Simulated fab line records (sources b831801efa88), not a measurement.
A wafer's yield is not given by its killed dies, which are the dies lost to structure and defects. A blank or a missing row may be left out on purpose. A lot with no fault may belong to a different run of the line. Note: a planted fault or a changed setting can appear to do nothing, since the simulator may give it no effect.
Which tool did it? || flow gf180mcu || at 1 step of a route of 602, 6 lots with 18 wafers sampled

## WHAT EACH GAUGE READ, for each wafer
GF_M5_OVL_MEAS_08.
{"lot": "L315", "measured": "day 27 22:59", "on": "overlay-01", "M5_OVL (nm)": "-3 1 -2"}
{"lot": "L318", "measured": "day 29 08:19", "on": "overlay-02", "M5_OVL (nm)": "5 5 9"}
{"lot": "L328", "measured": "day 31 16:57", "on": "overlay-01", "M5_OVL (nm)": "-8 -6 -6"}
{"lot": "L330", "measured": "day 32 00:49", "on": "overlay-01", "M5_OVL (nm)": "-4 0 -3"}
{"lot": "L332", "measured": "day 32 12:37", "on": "overlay-02", "M5_OVL (nm)": "7 7 7"}
{"lot": "L334", "measured": "day 32 22:12", "on": "overlay-01", "M5_OVL (nm)": "10 6 19"}

## WHICH TOOL RAN EACH LOT (tool, then ch and the chambers of the sampled wafers, then the start)
The record holds no process step before these readings.

## THE ANSWER, worked out from the rows above alone
Rule: the lots themselves supply what counts as usual. Put in order of their means at a reading, lots are off if they are a third of the lots or fewer, leave a main group of 4 or more, and stand apart from it by a gap of 3 or more times the standard deviation of the main group's means; of several such gaps the widest counts. If all means in a main group match to the digits the tables above print for the reading, that group is not used. Also off: a lot with no number at a reading for which 4 or more lots have one. The other lots that the step has rows for count as sound.
None of the lots is off at any reading shown; this tells nothing.

## WHAT WAS PUT IN BY THE SIMULATOR
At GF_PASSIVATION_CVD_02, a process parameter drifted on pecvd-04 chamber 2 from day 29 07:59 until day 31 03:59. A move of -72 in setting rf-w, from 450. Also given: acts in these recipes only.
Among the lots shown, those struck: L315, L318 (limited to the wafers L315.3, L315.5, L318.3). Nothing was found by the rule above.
